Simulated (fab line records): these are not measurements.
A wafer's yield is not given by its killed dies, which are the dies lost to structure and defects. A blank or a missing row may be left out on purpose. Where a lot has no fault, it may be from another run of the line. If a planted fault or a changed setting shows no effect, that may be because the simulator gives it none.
fab line records    flow sky130
[record] lots = 6  wafers = 17  lastDay = 49
route steps=708 shown FIELD_ISO@13 PAD_OPEN@708
lots that met no fault: taken from a fault-free run of the same line
startH: start of the lot's first displayed wafer, in hours after the record's first day    waitH: hours since the lot's step before    " unchanged from the row above    L1.1+2: a single row standing in for several wafers    - no value present, or no start provided    * or withheld: withheld    < > ~ a bound
route shown NAME@n: names a module that has steps shown in the file, with the first one's number in the route    usual: average and standard deviation across the fault-free wafers    same: alike in all rows    chamber/n: place in a boat    sites: readings site by site    _std_site: their standard deviation    _edge_site: mean of outer sites minus mean of inner sites    radiusMm: for every site, how far away it sits from the centre of the wafer    mask NAME#n: copy n    behind: the last tool/chamber to shape the wafer    hold: the reason the lot was held/the length of the hold in hours/how it ended    device: the transistor (n, p or np) that didn't switch    end of line: tests of these same wafers at the route's end    a step without rows: its recipe alone    killed: at the first sort, the dies lost to defects and structure; wafer yield is something else    map: dies across one wafer; x = killed, . = not, _ = none there
set.NAME: the setting as run; set.NAME@STEP: as run at that earlier step    model.NAME: the simulator's own value behind a step, which no gauge read
certain route steps with their lots: each step a table, each wafer a row
services: from which hour (startH, from the record's first day; less than 0 if before it) a tool's chamber was out of use, for how many hours, and why
[[steps]]
[step SKY_FIELD_ISO_DEVELOP_12]
[recipe] developTimeS = 60  resist = KrF-thick  devTempC = 21
[step SKY_FIELD_ISO_CD_MEAS_13]
[recipe] targetCdNm = 150
[usual] cdNm = 150.0/1.4
lot.wafer  tool      chamber  startH  waitH  cdNm
L758.3     cdSem-01  -        54.58   -      149.0
L758.4     "         -        "       "      149.3
L758.5     "         -        "       "      149.3
L762.2     cdSem-01  -        74.61   -      148.3
L762.3     "         -        "       "      150.1
L762.6     "         -        "       "      150.0
L764.1     cdSem-01  -        85.79   -      149.7
L764.2     "         -        "       "      149.7
L764.5     "         -        "       "      147.8
L766.2     cdSem-02  -        96.23   -      148.7
L766.6     "         -        "       "      149.1
L773.2     cdSem-01  -        133.47  -      152.2
L773.4     "         -        "       "      149.4
L773.5     "         -        "       "      151.5
L774.2     cdSem-02  -        137.92  -      150.7
L774.3     "         -        "       "      151.7
L774.6     "         -        "       "      151.5
[step SKY_FIELD_ISO_ETCH_14]
[recipe] chemistry = N2/H2  target = BARC  ionEnergyEv = 200  sourceW = 500  biasW = 100  pressureMtorr = 30  n2FlowSccm = 100  h2FlowSccm = 200  stopOn = SiO2  timeS = 45.9  targetDepthA = 600
[usual] drypumpMotorCurrentA = 5.6/0.33  oesProductAu = 0.855/0.0047  throttleValvePct = 13.225/0.0096
lot.wafer  tool        chamber  startH  waitH  drypumpMotorCurrentA  oesProductAu  rfHoursCounterH  throttleValvePct
L758.3     rieDiel-01  3        54.66   0.1    6.0                   0.849         99               13.222
L758.4     "           2        "       "      5.8                   0.864         47               13.247
L758.5     "           2        "       "      5.8                   0.858         -                13.215
L762.2     rieDiel-04  0        74.71   0.1    5.4                   0.862         115              13.220
L762.3     "           1        "       "      5.2                   0.847         10               13.218
L762.6     "           2        "       "      6.1                   0.850         -                13.226
L764.1     rieDiel-03  0        85.91   0.1    5.9                   0.847         92               13.227
L764.2     "           3        "       "      5.4                   0.854         100              13.222
L764.5     "           1        "       "      5.5                   0.851         -                13.228
L766.2     rieDiel-04  2        96.33   0.1    6.1                   0.852         155              13.225
L766.6     "           3        "       "      5.8                   0.857         -                13.246
L773.2     rieDiel-01  3        133.57  0.1    6.0                   0.852         100              13.230
L773.4     "           2        "       "      5.8                   0.847         -                13.220
L773.5     "           3        "       "      6.0                   0.855         -                13.230
L774.2     rieDiel-03  3        138.02  0.1    5.4                   0.859         100              13.212
L774.3     "           0        "       "      5.9                   0.862         93               13.225
L774.6     "           0        "       "      5.9                   0.855         -                13.208
[step SKY_FIELD_ISO_ETCH_15]
[recipe] chemistry = CHF3/O2  targetDepthNm = 180  stopOn = Si  sourceW = 600  biasW = 200  pressureMtorr = 40  chf3FlowSccm = 50  O2_flow_sccm = 5  timeS = 72
[usual] drypumpMotorCurrentA = 5.6/0.33  oesProductAu = 0.947/0.0066  throttleValvePct = 8.845/0.009
lot.wafer  tool        chamber  startH  waitH  drypumpMotorCurrentA  oesProductAu  rfHoursCounterH  throttleValvePct
L758.3     rieDiel-01  3        54.70   0.0    6.0                   0.943         99               8.833
L758.4     "           2        "       "      5.8                   0.946         47               8.836
L758.5     "           2        "       "      5.8                   0.946         -                8.840
L762.2     rieDiel-04  0        74.75   0.0    5.4                   0.935         115              8.852
L762.3     "           1        "       "      5.2                   0.952         10               8.843
L762.6     "           2        "       "      6.1                   0.946         -                8.845
L764.1     rieDiel-03  0        85.95   0.0    5.9                   0.941         92               8.835
L764.2     "           3        "       "      5.4                   0.945         100              8.820
L764.5     "           1        "       "      5.5                   0.947         -                8.856
L766.2     rieDiel-04  2        96.37   0.0    6.1                   0.949         155              8.842
L766.6     "           3        "       "      5.7                   0.939         -                8.847
L773.2     rieDiel-01  3        133.61  0.0    6.0                   0.940         100              8.849
L773.4     "           2        "       "      5.8                   0.937         -                8.851
L773.5     "           3        "       "      6.0                   0.940         -                8.842
L774.2     rieDiel-03  3        138.06  0.0    5.4                   0.951         100              8.843
L774.3     "           0        "       "      5.9                   0.946         93               8.848
L774.6     "           0        "       "      5.9                   0.946         -                8.861
[step SKY_FIELD_ISO_STRIP_16]
[recipe] chemistry = O2/N2  powerW = 1400  pressureMtorr = 1500  platenTempC = withheld  o2FlowSccm = 3000  n2FlowSccm = 300  overashFraction = 0.5
[usual] drypumpMotorCurrentA = 5.6/0.46  oesProductAu = 0.378/0.0049  stripTimeToEndpointS = 3.54/0.043
lot.wafer  tool            chamber  startH  waitH  drypumpMotorCurrentA  oesProductAu  rfHoursCounterH  stripTimeToEndpointS
L758.3     plasmaAsher-01  0        54.79   0.1    5.3                   0.386         -                3.54
L758.4     "               1        "       "      5.6                   0.369         -                3.50
L758.5     "               1        "       "      5.6                   0.380         -                3.46
L762.2     plasmaAsher-03  0        74.81   0.0    5.8                   0.379         39               3.60
L762.3     "               1        "       "      4.9                   0.381         -                3.49
L762.6     "               1        "       "      4.9                   0.366         -                3.46
L764.1     plasmaAsher-01  0        86.01   0.0    5.3                   0.376         40               3.58
L764.2     "               1        "       "      5.6                   0.377         40               3.58
L764.5     "               0        "       "      5.3                   0.383         -                3.55
L766.2     plasmaAsher-01  0        96.43   0.0    5.3                   0.376         41               3.49
L766.6     "               0        "       "      5.3                   0.377         -                3.56
L773.2     plasmaAsher-04  0        133.67  0.0    5.2                   0.383         45               3.60
L773.4     "               0        "       "      5.3                   0.378         -                3.48
L773.5     "               1        "       "      6.5                   0.379         -                3.60
L774.2     plasmaAsher-04  0        138.12  0.0    5.3                   0.377         45               3.51
L774.3     "               1        "       "      6.5                   0.374         -                3.58
L774.6     "               0        "       "      5.2                   0.380         -                3.58
[step SKY_FIELD_ISO_ETCH_17]
[recipe] targetDepthA = 3420  maskMaterial = Si3N4  chemistry = HBr/Cl2/O2  target = Si  taperDeg = 5  icpW = 600  biasW = 150  pressureMtorr = 15  HBr_flow_sccm = 150  Cl2_flow_sccm = 40  O2_flow_sccm = 6  timeS = 97.7
[usual] drypumpMotorCurrentA = 5.9/0.49  oesProductAu = 0.999/0.014  throttleValvePct = 25.659/0.013
lot.wafer  tool      chamber  startH  waitH  drypumpMotorCurrentA  oesProductAu  rfHoursCounterH  throttleValvePct
L758.3     rieSi-02  2        54.86   0.0    6.1                   1.007         103              25.665
L758.4     "         0        "       "      5.9                   0.972         0                25.667
L758.5     "         2        "       "      6.1                   1.006         -                25.660
L762.2     rieSi-02  2        74.91   0.1    6.2                   0.996         103              25.665
L762.3     "         3        "       "      4.9                   1.015         138              25.653
L762.6     "         0        "       "      5.8                   0.976         -                25.679
L764.1     rieSi-01  0        86.11   0.1    5.6                   0.993         2                25.666
L764.2     "         1        "       "      5.7                   0.997         130              25.664
L764.5     "         3        "       "      6.2                   1.012         -                25.648
L766.2     rieSi-01  0        96.53   0.1    5.6                   0.989         2                25.661
L766.6     "         2        "       "      6.7                   0.980         -                25.671
L773.2     rieSi-01  1        133.77  0.1    5.7                   0.995         131              25.673
L773.4     "         2        "       "      6.6                   0.983         49               25.662
L773.5     "         1        "       "      5.7                   0.989         -                25.667
L774.2     rieSi-01  0        138.22  0.1    5.6                   0.997         3                25.686
L774.3     "         2        "       "      6.7                   0.996         49               25.687
L774.6     "         3        "       "      6.2                   1.015         -                25.642
[step SKY_FIELD_ISO_WET_ETCH_18]
[recipe] chemistry = H3PO4  targetDepthNm = 25  tempC = 160  target = Si3N4  timeS = 286
[step SKY_FIELD_ISO_CLEAN_19]
[recipe] chemistry = SC1/SC2  mix = 1:4:20  tempC = 70  timeS = 150
[step SKY_FIELD_ISO_CLEAN_20]
[recipe] chemistry = dHF  timeS = 20  dilution = 100:1
[step SKY_FIELD_ISO_WET_ETCH_21]
[recipe] chemistry = dHF  dilution = 100:1  targetDepthNm = 20  dry = ipaMarangoni  target = SiO2  tempC = 25  timeS = 400
[step SKY_FIELD_ISO_OXIDATION_22]
[recipe] tempC = 950  ambient = O2  stabiliseS = 600  purgeS = 300  targetThkA = 100  oxTimeS = 623
[step SKY_FIELD_ISO_THK_MEAS_23]
[recipe] reads = SiO2_of_FIELD_ISO_OXIDATION_22
[usual] FIELD_ISO_OXIDATION_01_THK = 10.00/0.15
lot.wafer  tool          chamber  startH  waitH  FIELD_ISO_OXIDATION_01_THK[nm]
L758.3     filmMetro-03  -        57.28   0.0    10.02
L758.4     "             -        "       "      9.93
L758.5     "             -        "       "      10.19
L762.2     filmMetro-03  -        77.27   0.0    9.85
L762.3     "             -        "       "      9.98
L762.6     "             -        "       "      9.87
L764.1     filmMetro-02  -        89.43   0.0    10.20
L764.2     "             -        "       "      10.19
L764.5     "             -        "       "      10.35
L766.2     filmMetro-02  -        98.07   0.0    9.90
L766.6     "             -        "       "      9.75
L773.2     filmMetro-03  -        135.34  0.0    9.89
L773.4     "             -        "       "      9.85
L773.5     "             -        "       "      9.90
L774.2     filmMetro-02  -        139.75  0.0    9.86
L774.3     "             -        "       "      9.83
L774.6     "             -        "       "      9.85
[step SKY_FIELD_ISO_CVD_24]
[recipe] material = SiO2  targetThkNm = 595  tempC = 650  sigmaOpenFrac = 0.3  timeS = 99.2  sih4FlowSccm = 60  pressureMtorr = 6
lot.wafer  tool       chamber  startH  waitH  model.SiO2_of_FIELD_ISO_CVD_24.thkNm
L758.3     hdpcvd-02  0        57.32   0.0    587.9
L758.4     "          1        "       "      593.9
L758.5     "          0        "       "      581.4
L762.2     hdpcvd-02  0        77.32   0.0    589.2
L762.3     "          2        "       "      597.4
L762.6     "          1        "       "      594.3
L764.1     hdpcvd-02  0        89.49   0.1    600.3
L764.2     "          1        "       "      780.7
L764.5     "          2        "       "      603.8
L766.2     hdpcvd-02  1        98.12   0.0    780.6
L766.6     "          1        "       "      603.2
L773.2     hdpcvd-01  0        135.39  0.0    586.9
L773.4     "          2        "       "      588
L773.5     "          0        "       "      584.1
L774.2     hdpcvd-01  2        139.80  0.0    589.4
L774.3     "          1        "       "      601.2
L774.6     "          1        "       "      597.5
[step SKY_FIELD_ISO_THK_MEAS_25]
[recipe] reads = SiO2_of_FIELD_ISO_CVD_24
[usual] FIELD_ISO_CVD_24_THK = 594/5.8
lot.wafer  tool          chamber  startH  waitH  FIELD_ISO_CVD_24_THK[nm]
L758.3     filmMetro-02  -        57.42   0.1    587
L758.4     "             -        "       "      594
L758.5     "             -        "       "      581
L762.2     filmMetro-02  -        77.40   0.0    589
L762.3     "             -        "       "      597
L762.6     "             -        "       "      594
L764.1     filmMetro-03  -        89.57   0.0    600
L764.2     "             -        "       "      781
L764.5     "             -        "       "      604
L766.2     filmMetro-01  -        98.20   0.0    780
L766.6     "             -        "       "      603
L773.2     filmMetro-02  -        135.47  0.0    587
L773.4     "             -        "       "      588
L773.5     "             -        "       "      584
L774.2     filmMetro-03  -        139.89  0.0    590
L774.3     "             -        "       "      601
L774.6     "             -        "       "      597
[step SKY_FIELD_ISO_ANNEAL_26]
[recipe] tempC = 1000  timeS = 1800  ambient = N2
[step SKY_FIELD_ISO_CMP_27]
[recipe] stopOn = Si3N4  tOverpolishS = 16  downForcePsi = 4  platenRpm = 60  targetThkNm = 457.8  padVelocityMS = 0.94248
[usual] motorCurrentA = 12.1/1.3  timeToEndpointS = 113/5.8
lot.wafer  tool    chamber  startH  waitH  motorCurrentA  timeToEndpointS
L758.3     cmp-02  2        59.01   0.1    12.6           115
L758.4     "       3        "       "      13.2           121
L758.5     "       1        "       "      11.5           108
L762.2     cmp-02  0        80.01   0.0    10.6           118
L762.3     "       2        "       "      12.2           115
L762.6     "       1        "       "      11.1           106
L764.1     cmp-01  1        91.37   0.0    10.3           115
L764.2     "       0        "       "      13.8           142
L764.5     "       2        "       "      13.6           111
L766.2     cmp-01  2        100.26  0.5    14.3           143
L766.6     "       1        "       "      10.7           114
L773.2     cmp-01  2        137.80  0.0    14.6           106
L773.4     "       1        "       "      10.9           110
L773.5     "       3        "       "      11.8           108
L774.2     cmp-02  3        141.54  0.1    12.3           124
L774.3     "       0        "       "      10.7           125
L774.6     "       1        "       "      11.1           111
[step SKY_FIELD_ISO_WET_ETCH_28]
[recipe] chemistry = dHF  targetDepthNm = 23.7  target = SiO2  dilution = 10:1  tempC = 25  timeS = 47
[step SKY_PAD_OPEN_PROBE_99]
[usual] killed_at_M0_to_M3 = 42/7.3  killed_at_M4_up = 3.4/2  killedAtContacts = 24/5.8  killedAtFrontEnd = 15/4.6  killedAtOther = 0.3/0.62  killedDies = 84/9.8  killedOpen = 47/6.9  killedShort = 38/6.3
[same] grossDies = 492  killedAtBackSide = 0
lot.wafer  tool       chamber  startH   waitH  killed_at_M0_to_M3  killed_at_M4_up  killedAtContacts  killedAtFrontEnd  killedAtOther  killedDies  killedOpen  killedShort
L758.3     prober-02  -        1166.80  0.2    34                  4                27                15                0              80          40          40
L758.4     prober-02  -        1166.85  0.2    45                  6                28                15                0              94          49          45
L758.5     prober-02  -        1166.90  0.2    37                  9                29                22                1              98          53          45
L762.2     prober-01  -        1167.42  0.1    33                  5                15                20                2              75          40          35
L762.3     prober-01  -        1167.47  0.2    41                  6                20                25                0              92          53          39
L762.6     prober-01  -        1167.62  0.2    39                  5                22                22                0              88          50          38
L764.1     prober-01  -        1168.87  0.1    38                  4                11                18                0              71          43          28
L764.2     prober-01  -        1168.92  0.1    40                  2                20                18                0              80          45          35
L764.5     prober-01  -        1169.07  0.2    38                  2                18                19                0              77          44          33
L766.2     prober-02  -        1173.00  0.1    50                  5                17                13                0              85          40          45
L766.6     prober-02  -        1173.20  0.2    49                  3                26                17                1              96          43          53
L773.2     prober-01  -        1181.87  0.1    56                  4                19                9                 0              88          55          33
L773.4     prober-01  -        1181.97  0.2    39                  2                34                13                0              88          53          35
L773.5     prober-01  -        1182.02  0.2    45                  1                21                16                3              86          52          34
L774.2     prober-02  -        1183.28  0.1    38                  7                24                13                0              82          42          40
L774.3     prober-02  -        1183.33  0.2    51                  6                10                14                0              81          33          48
L774.6     prober-02  -        1183.48  0.2    46                  1                16                13                0              76          47          29
// killed by level:class
L758.3 VIA3:geometricParticle:open=7 LI_CONTACT:geometricParticle:open=6 VIA2:geometricParticle:open=6 LOCAL_INTERCONNECT:geometricParticle:short=6 POLY_GATE:geometricParticle:short=5 CONTACT:geometricParticle:short=5 CONTACT:geometricParticle:open=5 METAL1:geometricParticle:short=5
L758.4 LI_CONTACT:geometricParticle:open=11 METAL1:geometricParticle:short=9 CONTACT:geometricParticle:open=8 VIA2:geometricParticle:open=7 VIA3:geometricParticle:open=7 VIA1:geometricParticle:open=5 FIELD_ISO:geometricParticle:short=4 POLY_GATE:geometricParticle:short=4
L758.5 VIA1:geometricParticle:open=11 CONTACT:geometricParticle:short=8 POLY_GATE:geometricParticle:open=7 LI_CONTACT:geometricParticle:open=7 POLY_GATE:geometricParticle:short=6 CONTACT:geometricParticle:open=6 VIA2:geometricParticle:short=6 FIELD_ISO:geometricParticle:short=5
L762.2 CONTACT:geometricParticle:open=7 VIA1:geometricParticle:open=7 POLY_GATE:geometricParticle:short=6 POLY_GATE:geometricParticle:open=6 VIA2:geometricParticle:open=4 VIA1:geometricParticle:short=4 METAL2:geometricParticle:short=4 VIA3:geometricParticle:open=4
L762.3 POLY_GATE:geometricParticle:open=11 VIA1:geometricParticle:open=11 METAL1:geometricParticle:short=8 VIA2:geometricParticle:open=7 POLY_GATE:geometricParticle:short=5 CONTACT:geometricParticle:open=5 FIELD_ISO:geometricParticle:open=4 LI_CONTACT:geometricParticle:open=4
L762.6 VIA1:geometricParticle:open=14 LI_CONTACT:geometricParticle:open=10 POLY_GATE:geometricParticle:short=8 POLY_GATE:geometricParticle:open=6 VIA2:geometricParticle:open=6 FIELD_ISO:geometricParticle:short=5 LOCAL_INTERCONNECT:geometricParticle:short=4 CONTACT:geometricParticle:open=4
L764.1 VIA1:geometricParticle:open=10 VIA3:geometricParticle:open=9 POLY_GATE:geometricParticle:open=7 METAL1:geometricParticle:short=7 FIELD_ISO:geometricParticle:open=4 CONTACT:geometricParticle:open=4 METAL4:geometricParticle:short=4 VIA2:geometricParticle:open=4
L764.2 VIA1:geometricParticle:open=12 CONTACT:geometricParticle:open=9 METAL1:geometricParticle:short=8 POLY_GATE:geometricParticle:short=6 LI_CONTACT:geometricParticle:open=6 VIA2:geometricParticle:open=5 FIELD_ISO:geometricParticle:open=4 METAL3:geometricParticle:short=4
L764.5 VIA1:geometricParticle:open=10 LI_CONTACT:geometricParticle:open=7 FIELD_ISO:geometricParticle:short=5 POLY_GATE:geometricParticle:open=5 METAL2:geometricParticle:short=5 CONTACT:geometricParticle:open=5 METAL1:geometricParticle:short=4 VIA1:geometricParticle:short=4
L766.2 METAL1:geometricParticle:short=9 CONTACT:geometricParticle:open=8 VIA1:geometricParticle:short=8 VIA1:geometricParticle:open=6 METAL4:geometricParticle:short=5 VIA2:geometricParticle:short=5 VIA2:geometricParticle:open=5 VIA3:geometricParticle:open=5
L766.6 CONTACT:geometricParticle:short=9 CONTACT:geometricParticle:open=9 VIA1:geometricParticle:open=9 METAL2:geometricParticle:short=8 FIELD_ISO:geometricParticle:short=7 VIA3:geometricParticle:open=7 VIA1:geometricParticle:short=6 VIA2:geometricParticle:short=5
L773.2 VIA1:geometricParticle:open=13 VIA2:geometricParticle:open=11 METAL2:geometricParticle:short=9 CONTACT:geometricParticle:open=9 VIA3:geometricParticle:open=7 LI_CONTACT:geometricParticle:open=5 FIELD_ISO:geometricParticle:short=3 VIA2:geometricParticle:short=3
L773.4 CONTACT:geometricParticle:open=17 LI_CONTACT:geometricParticle:open=7 VIA1:geometricParticle:open=6 VIA3:geometricParticle:open=6 METAL1:geometricParticle:short=5 LI_CONTACT:geometricParticle:short=5 CONTACT:geometricParticle:short=5 VIA2:geometricParticle:open=5
L773.5 VIA1:geometricParticle:open=11 CONTACT:geometricParticle:open=7 VIA3:geometricParticle:open=7 LI_CONTACT:geometricParticle:open=6 VIA2:geometricParticle:open=6 VIA1:geometricParticle:short=5 METAL1:geometricParticle:short=5 VIA2:geometricParticle:short=4
L774.2 METAL2:geometricParticle:short=9 VIA2:geometricParticle:open=7 CONTACT:geometricParticle:open=6 CONTACT:geometricParticle:short=6 LI_CONTACT:geometricParticle:open=5 METAL1:geometricParticle:short=5 VIA1:geometricParticle:open=5 VIA3:geometricParticle:open=5
L774.3 VIA1:geometricParticle:open=10 METAL2:geometricParticle:short=9 METAL1:geometricParticle:short=7 VIA1:geometricParticle:short=5 VIA3:geometricParticle:open=5 POLY_GATE:geometricParticle:short=4 CONTACT:geometricParticle:open=4 VIA3:geometricParticle:short=4
L774.6 VIA1:geometricParticle:open=9 VIA2:geometricParticle:open=9 CONTACT:geometricParticle:open=7 VIA3:geometricParticle:open=7 POLY_GATE:geometricParticle:short=5 METAL2:geometricParticle:short=5 METAL1:geometricParticle:short=4 POLY_GATE:geometricParticle:open=3
[[services]]
tool            chamber  startH  hours  kind
rieDiel-04      3        32.21   2.7    repair
rieSi-01        0        36.25   8.0    repair
rieDiel-01      3        41.61   5.6    repair
rieDiel-03      -        42.57   0.6    repair
cmp-01          -        43.09   5.7    pm
cmp-02          -        43.87   6.2    repair
rieDiel-03      2        52.02   20.9   repair
cmp-01          -        57.48   0.3    repair
rieDiel-04      0        59.95   3.7    repair
cmp-02          -        64.04   4.0    pm
hdpcvd-01       -        66.75   15.0   pm
rieDiel-04      -        75.48   2.8    pm
rieDiel-03      2        76.31   3.8    repair
hdpcvd-01       1        76.60   7.6    repair
cmp-02          -        81.95   47.4   repair
rieDiel-01      3        101.72  7.7    repair
rieDiel-04      2        106.59  15.9   repair
plasmaAsher-01  -        108.75  9.0    pm
rieDiel-04      3        119.88  3.3    repair
plasmaAsher-01  -        127.27  1.2    repair
rieDiel-03      2        129.03  14.7   repair
rieSi-01        0        136.59  1.2    repair
hdpcvd-02       -        137.74  2.8    pm
rieSi-01        -        139.57  2.8    pm
[[key]]
[firstSign] step = SKY_FIELD_ISO_THK_MEAS_25  reading = FIELD_ISO_CVD_24_THK  direction = up  sigmas = 32  usual = 594  struck = 781
[effect] step = SKY_FIELD_ISO_CMP_27  reading = timeToEndpointS  direction = up  sigmas = 5.2  usual = *  struck = *
[modelEffect] step = SKY_FIELD_ISO_CVD_24  value = SiO2_of_FIELD_ISO_CVD_24.thkNm  without = 599.3  struck = 780.6
metAt SKY_FIELD_ISO_CVD_24
struckWafers L764.2,L766.2
testerLeftOut L764,L766
onsetBetween 77.32 89.49
[fault] kind = processParameterDrift  tool = hdpcvd-02  chamber = -  onsetH = 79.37  steps = SKY_FIELD_ISO_CVD_24  channel = targetThkNm  offset = 181.3  shape = step  endH = 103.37  scope = struckWafersOnly  actsIn = theseRecipesOnly  stated = 595
// testerLeftOut: of these lots the tester's yield and bins aren't shown, on N5 and GAA mostly nor the transistor test; their killed dies are dies lost to structure and defects alone, not to doping, threshold or leakage, so they don't give the yield
